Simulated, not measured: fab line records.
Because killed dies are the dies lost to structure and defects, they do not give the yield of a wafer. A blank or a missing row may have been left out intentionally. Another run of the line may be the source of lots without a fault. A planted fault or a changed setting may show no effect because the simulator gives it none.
fab line records    flow sky130
record: lots: 5  wafers: 15  last_day: 50
route steps=708 shown LI_CONTACT@373 LOCAL_INTERCONNECT@387
lots that met no fault: taken from a fault-free run of the same line
start_h: the number of hours between the record's first day and the start of the first shown wafer of the lot    wait_h: time in hours since the lot's previous step    " as in the row above    L1.1+2: one row covering several wafers at once    - value missing, or start not given    * or withheld: withheld    < > ~ a bound
route shown NAME@n: a module of which the file shows steps, and the number in the route of the first    usual: mean and standard deviation over wafers with no fault    same: alike in all rows    chamber/n: place in a boat    sites: the reading at each site    _std_site: the standard deviation of these    _edge_site: mean of outer sites minus mean of inner sites    radius_mm: how far each site lies from the wafer's centre    mask NAME#n: copy n    behind: the tool/chamber that last shaped the wafer    hold: why the lot was held/for how many hours/how that ended    device: the transistor (n, p or np) that didn't switch    end of line: the tests these same wafers got at the end of their route    a step without rows: its recipe alone    killed: the dies lost at the first sort to structure and to defects; this is not the yield of the wafer    map: per-die view of a wafer (x killed, . not killed, _ where there is no die)
set.NAME: the setting the step ran with; set.NAME@STEP: the setting that earlier step ran with    model.NAME: the simulator's own value behind a step, which no gauge read
certain route steps with their lots: each step a table, each wafer a row
services: a tool's chamber out of use, with start hour (start_h, from the record's first day; less than 0 if before it), hours out, and reason
== steps ==
step: SKY_LI_CONTACT_DEVELOP_11
recipe: develop_time_s: 60  resist: KrF-thick  dev_temp_c: 21
lot.wafer   tool            chamber  start_h  wait_h
L076.2+3+4  litho_track-01  0        -        -
L077.3+4+5  litho_track-01  0        -        -
L090.1+5+6  litho_track-01  0        -        -
L093.1+2+3  litho_track-01  0        -        -
L097.2+3+5  litho_track-01  0        -        -
step: SKY_LI_CONTACT_CD_MEAS_12
recipe: target_cd_nm: 170
usual: cd_nm: 170.1/1.4
lot.wafer  tool       chamber  start_h  wait_h  cd_nm
L076.2     cd_sem-02  -        708.26   -       170.3
L076.3     "          -        "        "       170.4
L076.4     "          -        "        "       168.7
L077.3     cd_sem-02  -        710.18   -       171.4
L077.4     "          -        "        "       172.6
L077.5     "          -        "        "       170.7
L090.1     cd_sem-01  -        806.04   -       170.3
L090.5     "          -        "        "       170.8
L090.6     "          -        "        "       173.3
L093.1     cd_sem-01  -        829.49   -       169.4
L093.2     "          -        "        "       168.2
L093.3     "          -        "        "       168.0
L097.2     cd_sem-02  -        854.61   -       169.6
L097.3     "          -        "        "       169.1
L097.5     "          -        "        "       169.1
step: SKY_LI_CONTACT_OVL_MEAS_13
usual: LI_CONTACT_OVL: 0/6.1
lot.wafer  tool        chamber  start_h  wait_h  LI_CONTACT_OVL[nm]
L076.2     overlay-01  -        708.37   0.1     2
L076.3     "           -        "        "       -3
L076.4     "           -        "        "       10
L077.3     overlay-02  -        710.27   0.1     -2
L077.4     "           -        "        "       8
L077.5     "           -        "        "       -1
L090.1     overlay-02  -        806.16   0.1     -5
L090.5     "           -        "        "       -8
L090.6     "           -        "        "       -9
L093.1     overlay-02  -        829.61   0.1     3
L093.2     "           -        "        "       -1
L093.3     "           -        "        "       11
L097.2     overlay-02  -        854.72   0.1     -1
L097.3     "           -        "        "       -3
L097.5     "           -        "        "       -6
step: SKY_LI_CONTACT_ETCH_14
recipe: chemistry: N2/H2  target: BARC  ion_energy_ev: 200  source_w: 500  bias_w: 100  pressure_mtorr: 30  n2_flow_sccm: 100  h2_flow_sccm: 200  stop_on: SiO2  time_s: 45.9  target_depth_a: 600
usual: drypump_motor_current_A: 5.9/0.39  oes_product_au: 0.855/0.0047  throttle_valve_pct: 13.223/0.0094
lot.wafer  tool         chamber  start_h  wait_h  drypump_motor_current_A  oes_product_au  rf_hours_counter_h  throttle_valve_pct
L076.2     rie_diel-04  1        708.40   0.0     6.4                      0.855           20                  13.217
L076.3     "            3        "        "       5.9                      0.860           35                  13.230
L076.4     "            0        "        "       6.0                      0.857           4                   13.233
L077.3     rie_diel-02  0        710.30   0.0     5.2                      0.849           16                  13.215
L077.4     "            3        "        "       6.0                      0.851           -                   13.223
L077.5     "            2        "        "       5.2                      0.854           -                   13.231
L090.1     rie_diel-04  1        806.20   0.0     6.4                      0.857           22                  13.216
L090.5     "            3        "        "       5.9                      0.860           -                   13.232
L090.6     "            2        "        "       6.1                      0.853           -                   13.223
L093.1     rie_diel-03  1        829.65   0.0     6.1                      0.855           17                  13.228
L093.2     "            2        "        "       5.6                      0.851           10                  13.221
L093.3     "            0        "        "       5.9                      0.853           10                  13.220
L097.2     rie_diel-02  0        854.75   0.0     5.2                      0.861           21                  13.223
L097.3     "            1        "        "       5.7                      0.853           5                   13.226
L097.5     "            1        "        "       5.7                      0.847           -                   13.205
step: SKY_LI_CONTACT_ETCH_15
recipe: target: PSG  chemistry: C4F8/O2/Ar  stop_on: Si  taper_deg: 4.15  mask_material: KrF-thick  source_w: 1500  bias_w: 1200  pressure_mtorr: 40  c4f8_flow_sccm: withheld  O2_flow_sccm: 6  Ar_flow_sccm: 300  time_s: withheld  target_depth_a: 6000
usual: oes_product_au: 0.836/0.0048
lot.wafer  tool         chamber  start_h  wait_h  oes_product_au
L076.2     rie_diel-04  1        708.44   0.0     0.838
L076.3     "            3        "        "       0.838
L076.4     "            0        "        "       0.834
L077.3     rie_diel-02  0        710.34   0.0     0.826
L077.4     "            3        "        "       0.831
L077.5     "            2        "        "       0.838
L090.1     rie_diel-04  1        806.24   0.0     0.832
L090.5     "            3        "        "       0.836
L090.6     "            2        "        "       0.825
L093.1     rie_diel-03  1        829.69   0.0     0.829
L093.2     "            2        "        "       0.837
L093.3     "            0        "        "       0.833
L097.2     rie_diel-02  0        854.79   0.0     0.847
L097.3     "            1        "        "       0.834
L097.5     "            1        "        "       0.834
step: SKY_LI_CONTACT_STRIP_16
recipe: chemistry: O2/N2  power_w: 1400  pressure_mtorr: 1500  platen_temp_c: withheld  o2_flow_sccm: 3000  n2_flow_sccm: 300  overash_fraction: 0.5
usual: drypump_motor_current_A: 5.7/0.46  oes_product_au: 0.376/0.0051  strip_time_to_endpoint_s: 3.50/0.053
lot.wafer  tool             chamber  start_h  wait_h  drypump_motor_current_A  oes_product_au  rf_hours_counter_h  strip_time_to_endpoint_s
L076.2     plasma_asher-04  1        708.53   -       5.7                      0.377           83                  3.46
L076.3     "                1        "        "       5.7                      0.379           -                   3.54
L076.4     "                0        "        "       5.1                      0.377           -                   3.51
L077.3     plasma_asher-03  1        710.46   -       5.7                      0.381           -                   3.52
L077.4     "                0        "        "       5.3                      0.377           -                   3.65
L077.5     "                0        "        "       5.3                      0.375           -                   3.53
L090.1     plasma_asher-04  1        806.33   -       5.7                      0.371           93                  3.48
L090.5     "                0        "        "       5.1                      0.375           -                   3.46
L090.6     "                1        "        "       5.7                      0.375           -                   3.53
L093.1     plasma_asher-04  0        829.78   -       5.1                      0.382           95                  3.48
L093.2     "                1        "        "       5.7                      0.378           95                  3.52
L093.3     "                1        "        "       5.7                      0.369           -                   3.48
L097.2     plasma_asher-03  1        854.88   -       5.7                      0.383           42                  3.54
L097.3     "                0        "        "       5.3                      0.375           -                   3.58
L097.5     "                1        "        "       5.7                      0.381           -                   3.55
step: SKY_LI_CONTACT_CLEAN_17
recipe: chemistry: NMP  time_s: 600  temp_c: 60  dry: n2_spin
lot.wafer   tool          chamber  start_h  wait_h
L076.2+3+4  wet_bench-03  0        708.63   0.1
L077.3+4+5  wet_bench-03  1        710.53   0.0
L090.1+5+6  wet_bench-02  1        806.43   0.1
L093.1+2+3  wet_bench-02  3        829.88   0.1
L097.2+3+5  wet_bench-02  0        854.98   0.1
step: SKY_LI_CONTACT_PRE_CLEAN_18
recipe: gas: Ar  time_s: 5.6  bias_v: 358
lot.wafer   tool            chamber  start_h  wait_h
L076.2+3+4  pvd_sputter-03  -        708.80   0.0
L077.3+4+5  pvd_sputter-01  -        710.70   0.0
L090.1+5+6  pvd_sputter-02  -        806.62   0.0
L093.1+2+3  pvd_sputter-03  -        830.07   0.0
L097.2+3+5  pvd_sputter-03  -        855.15   0.0
step: SKY_LI_CONTACT_SPUTTER_19
recipe: material: Ti  target_thk_nm: 20  chamber_pressure_pa: 5  power_w: 2500  substrate_temp_c: 200  time_s: 106.37
usual: throttle_valve_pct: 29.8/1.2
lot.wafer  tool            chamber  start_h  wait_h  throttle_valve_pct
L076.2     pvd_sputter-03  -        708.82   0.0     29.4
L076.3     "               -        "        "       29.7
L076.4     "               -        "        "       28.5
L077.3     pvd_sputter-01  -        710.72   0.0     32.0
L077.4     "               -        "        "       31.6
L077.5     "               -        "        "       31.7
L090.1     pvd_sputter-02  -        806.64   0.0     29.8
L090.5     "               -        "        "       29.9
L090.6     "               -        "        "       29.4
L093.1     pvd_sputter-03  -        830.09   0.0     29.7
L093.2     "               -        "        "       29.3
L093.3     "               -        "        "       27.8
L097.2     pvd_sputter-03  -        855.17   0.0     27.9
L097.3     "               -        "        "       28.5
L097.5     "               -        "        "       28.8
step: SKY_LI_CONTACT_SPUTTER_20
recipe: material: TiN  target_thk_nm: 20  chamber_pressure_pa: 5  power_w: 4000  time_s: 80
usual: throttle_valve_pct: 29.8/1.3
lot.wafer  tool            chamber  start_h  wait_h  throttle_valve_pct
L076.2     pvd_sputter-03  -        708.90   0.0     29.3
L076.3     "               -        "        "       29.9
L076.4     "               -        "        "       28.6
L077.3     pvd_sputter-01  -        710.80   0.0     31.9
L077.4     "               -        "        "       31.3
L077.5     "               -        "        "       31.8
L090.1     pvd_sputter-02  -        806.71   0.0     29.9
L090.5     "               -        "        "       30.0
L090.6     "               -        "        "       29.5
L093.1     pvd_sputter-03  -        830.16   0.0     29.8
L093.2     "               -        "        "       29.6
L093.3     "               -        "        "       28.0
L097.2     pvd_sputter-03  -        855.25   0.0     27.8
L097.3     "               -        "        "       28.5
L097.5     "               -        "        "       28.7
step: SKY_LI_CONTACT_CVD_21
recipe: material: W  target_thk_nm: 400  time_s: 120.56  temp_c: 400  pressure_torr: 40
usual: heater_power_w: 867/48
lot.wafer  tool      chamber  start_h  wait_h  heater_power_w
L076.2     cvd_w-01  1        708.96   0.0     940
L076.3     "         0        "        "       792
L076.4     "         1        "        "       938
L077.3     cvd_w-01  0        710.90   0.1     791
L077.4     "         1        "        "       945
L077.5     "         1        "        "       949
L090.1     cvd_w-02  0        806.77   0.0     859
L090.5     "         1        "        "       869
L090.6     "         0        "        "       887
L093.1     cvd_w-02  0        830.22   0.0     886
L093.2     "         1        "        "       862
L093.3     "         0        "        "       883
L097.2     cvd_w-02  1        855.31   0.0     856
L097.3     "         0        "        "       885
L097.5     "         1        "        "       857
step: SKY_LI_CONTACT_RS_MEAS_22
recipe: thk_meas_gauge: four-point-probe  reads: W_of_LI_CONTACT_CVD_21+TiN_of_LI_CONTACT_SPUTTER_20+Ti_of_LI_CONTACT_SPUTTER_19
usual: LI_CONTACT_W_RS: 0.284/0.0035
lot.wafer  tool           chamber  start_h  wait_h  LI_CONTACT_W_RS[ohm/sq]
L076.2     film_metro-04  -        709.10   0.1     0.286
L076.3     "              -        "        "       0.287
L076.4     "              -        "        "       0.285
L077.3     film_metro-04  -        711.02   0.1     0.287
L077.4     "              -        "        "       0.281
L077.5     "              -        "        "       0.286
L090.1     film_metro-03  -        806.90   0.1     0.285
L090.5     "              -        "        "       0.281
L090.6     "              -        "        "       0.286
L093.1     film_metro-04  -        830.35   0.1     0.285
L093.2     "              -        "        "       0.280
L093.3     "              -        "        "       0.285
L097.2     film_metro-04  -        855.45   0.1     0.279
L097.3     "              -        "        "       0.281
L097.5     "              -        "        "       0.279
step: SKY_LI_CONTACT_THK_MEAS_23
recipe: thk_meas_gauge: xrf  reads: W_of_LI_CONTACT_CVD_21
usual: LI_CONTACT_W_THK: 394/6.9
lot.wafer  tool           chamber  start_h  wait_h  LI_CONTACT_W_THK[nm]
L076.2     film_metro-04  -        709.21   0.1     394
L076.3     "              -        "        "       390
L076.4     "              -        "        "       394
L077.3     film_metro-04  -        711.12   0.1     393
L077.4     "              -        "        "       399
L077.5     "              -        "        "       395
L090.1     film_metro-03  -        807.02   0.1     396
L090.5     "              -        "        "       400
L090.6     "              -        "        "       392
L093.1     film_metro-04  -        830.47   0.1     391
L093.2     "              -        "        "       396
L093.3     "              -        "        "       390
L097.2     film_metro-04  -        855.56   0.1     401
L097.3     "              -        "        "       402
L097.5     "              -        "        "       405
step: SKY_LI_CONTACT_CMP_24
recipe: stop_on: PSG  t_overpolish_s: 20  down_force_psi: 3.5  platen_rpm: 60  target_thk_nm: 0  pad_velocity_m_s: 0.94248
usual: head_pressure_psi: 3.501/0.0087  motor_current_A: 11.6/1.1  overpolish_run_s: 20.000/0.0087  time_to_endpoint_s: 95/4.8
same: t_overpolish_s: 20
lot.wafer  tool    chamber  start_h  wait_h  head_pressure_psi  motor_current_A  overpolish_run_s  time_to_endpoint_s
L076.3     cmp-02  3        709.26   0.0     3.494              9.4              19.999            90
L076.4     "       1        "        "       3.494              11.5             19.996            98
L076.2     "       2        "        "       3.511              11.1             19.995            90
L077.4     cmp-02  2        711.16   0.0     3.508              11.3             19.994            88
L077.3     "       3        "        "       3.516              10.3             20.003            85
L077.5     "       2        "        "       3.519              11.4             19.979            90
L090.1     cmp-01  1        807.18   0.1     3.503              12.3             19.992            90
L090.6     "       3        "        "       3.494              12.3             20.016            93
L090.5     "       0        "        "       3.515              11.2             20.013            90
L093.1     cmp-01  2        830.53   0.1     3.501              11.4             19.998            101
L093.3     "       3        "        "       3.508              11.3             19.995            99
L093.2     "       0        "        "       3.486              11.8             20.003            97
L097.3     cmp-02  3        855.61   0.0     3.503              10.0             19.995            90
L097.2     "       0        "        "       3.493              14.2             20.005            100
L097.5     "       3        "        "       3.509              10.0             20.003            91
step: SKY_LOCAL_INTERCONNECT_SPUTTER_00
recipe: material: TiN  target_thk_nm: 100  temp_c: 300  power_w: 6500  time_s: 83.3  chamber_pressure_pa: 0.4
usual: throttle_valve_pct: 30.3/1.1
lot.wafer  tool            chamber  start_h  wait_h  throttle_valve_pct
L076.2     pvd_sputter-02  -        709.56   0.1     30.7
L076.3     "               -        "        "       29.0
L076.4     "               -        "        "       30.2
L077.3     pvd_sputter-02  -        711.46   0.2     31.0
L077.4     "               -        "        "       28.9
L077.5     "               -        "        "       29.8
L090.1     pvd_sputter-01  -        807.38   0.1     31.4
L090.5     "               -        "        "       31.9
L090.6     "               -        "        "       29.1
L093.1     pvd_sputter-01  -        830.83   0.2     29.4
L093.2     "               -        "        "       31.2
L093.3     "               -        "        "       31.8
L097.2     pvd_sputter-02  -        855.91   0.2     29.7
L097.3     "               -        "        "       29.1
L097.5     "               -        "        "       29.9
step: SKY_LOCAL_INTERCONNECT_RS_MEAS_01
recipe: thk_meas_gauge: four-point-probe  reads: TiN_of_LOCAL_INTERCONNECT_SPUTTER_00
usual: LOCAL_INTERCONNECT_TIN_RS: 14.22/0.17
lot.wafer  tool           chamber  start_h  wait_h  LOCAL_INTERCONNECT_TIN_RS[ohm/sq]
L076.2     film_metro-04  -        709.65   0.1     14.11
L076.3     "              -        "        "       14.05
L076.4     "              -        "        "       13.83
L077.3     film_metro-04  -        711.57   0.1     14.47
L077.4     "              -        "        "       14.38
L077.5     "              -        "        "       14.65
L090.1     film_metro-01  -        807.44   0.0     14.10
L090.5     "              -        "        "       14.21
L090.6     "              -        "        "       14.04
L093.1     film_metro-01  -        830.89   0.0     14.18
L093.2     "              -        "        "       14.32
L093.3     "              -        "        "       14.27
L097.2     film_metro-04  -        856.00   0.1     14.12
L097.3     "              -        "        "       14.18
L097.5     "              -        "        "       14.20
step: SKY_LOCAL_INTERCONNECT_THK_MEAS_02
recipe: thk_meas_gauge: xrf  reads: TiN_of_LOCAL_INTERCONNECT_SPUTTER_00
usual: LOCAL_INTERCONNECT_TIN_THK: 99.8/1.4
lot.wafer  tool           chamber  start_h  wait_h  LOCAL_INTERCONNECT_TIN_THK[nm]
L076.2     film_metro-04  -        709.76   0.1     101.1
L076.3     "              -        "        "       101.7
L076.4     "              -        "        "       103.4
L077.3     film_metro-04  -        711.67   0.1     98.7
L077.4     "              -        "        "       99.4
L077.5     "              -        "        "       97.3
L090.1     film_metro-01  -        807.56   0.1     99.6
L090.5     "              -        "        "       98.8
L090.6     "              -        "        "       100.5
L093.1     film_metro-01  -        831.01   0.1     99.5
L093.2     "              -        "        "       98.5
L093.3     "              -        "        "       99.1
L097.2     film_metro-04  -        856.11   0.1     101.3
L097.3     "              -        "        "       100.7
L097.5     "              -        "        "       101.1
step: SKY_LOCAL_INTERCONNECT_DEHYDRATE_03
recipe: temp_c: 200  time_s: 60
lot.wafer   tool            chamber  start_h  wait_h
L076.2+3+4  litho_track-04  0        722.52   12.8
L077.3+4+5  litho_track-04  0        724.79   13.1
L090.1+5+6  litho_track-02  0        820.16   12.6
L093.1+2+3  litho_track-03  0        843.55   12.5
L097.2+3+5  litho_track-04  0        868.17   12.1
step: SKY_LOCAL_INTERCONNECT_HMDS_04
recipe: prime_time_s: 60  prime_temp_c: 120
usual: prime_temp_c: 119.99/0.14
lot.wafer  tool            chamber  start_h  wait_h  prime_temp_c
L076.2     litho_track-04  0        722.67   0.1     120.02
L076.3     "               0        "        "       120.08
L076.4     "               0        "        "       120.24
L077.3     litho_track-04  0        724.94   0.1     120.06
L077.4     "               0        "        "       119.77
L077.5     "               0        "        "       119.75
L090.1     litho_track-02  0        820.31   0.1     120.13
L090.5     "               0        "        "       120.39
L090.6     "               0        "        "       120.00
L093.1     litho_track-03  0        843.70   0.1     120.10
L093.2     "               0        "        "       119.98
L093.3     "               0        "        "       120.06
L097.2     litho_track-04  0        868.32   0.1     119.95
L097.3     "               0        "        "       119.96
L097.5     "               0        "        "       120.00
step: SKY_LOCAL_INTERCONNECT_COAT_05
recipe: resist: BARC  temp_c: withheld  time_s: withheld  spin_rpm: 3000  resist_thk_nm: 60
lot.wafer   tool            chamber  start_h  wait_h
L076.2+3+4  litho_track-04  0        722.82   0.1
L077.3+4+5  litho_track-04  0        725.09   0.1
L090.1+5+6  litho_track-02  0        820.46   0.1
L093.1+2+3  litho_track-03  0        843.85   0.1
L097.2+3+5  litho_track-04  0        868.47   0.1
step: SKY_LOCAL_INTERCONNECT_COAT_06
recipe: resist: KrF-thick  spin_rpm: 3000  resist_thk_nm: 450
lot.wafer   tool            chamber  start_h  wait_h
L076.2+3+4  litho_track-04  0        -        -
L077.3+4+5  litho_track-04  0        -        -
L090.1+5+6  litho_track-02  0        -        -
L093.1+2+3  litho_track-03  0        -        -
L097.2+3+5  litho_track-04  0        -        -
== services ==
tool             chamber  start_h  hours  kind
pvd_sputter-02   -        685.83   1.3    repair
rie_diel-04      -        686.93   0.1    repair
cvd_w-02         -        687.85   2.1    repair
rie_diel-02      -        697.98   0.8    repair
rie_diel-04      -        724.67   2.8    pm
rie_diel-03      -        733.81   1.4    repair
cmp-02           -        735.17   1.9    repair
cmp-01           -        736.00   1.0    repair
pvd_sputter-03   -        740.80   35.9   repair
cmp-01           -        744.33   4.0    pm
cmp-01           -        748.33   7.8    pm
wet_bench-02     -        752.47   1.0    repair
rie_diel-03      3        754.68   15.1   repair
cvd_w-01         1        757.15   3.4    repair
plasma_asher-04  -        761.56   10.7   repair
cvd_w-02         -        804.69   0.3    repair
plasma_asher-04  -        806.85   2.8    pm
rie_diel-03      2        809.57   9.7    repair
pvd_sputter-02   -        819.48   4.2    repair
rie_diel-02      2        830.67   4.1    repair
cmp-02           -        839.33   0.5    repair
plasma_asher-04  -        843.59   2.9    repair
rie_diel-02      1        845.75   3.2    repair
cmp-02           -        866.45   0.8    repair
== key ==
fault none
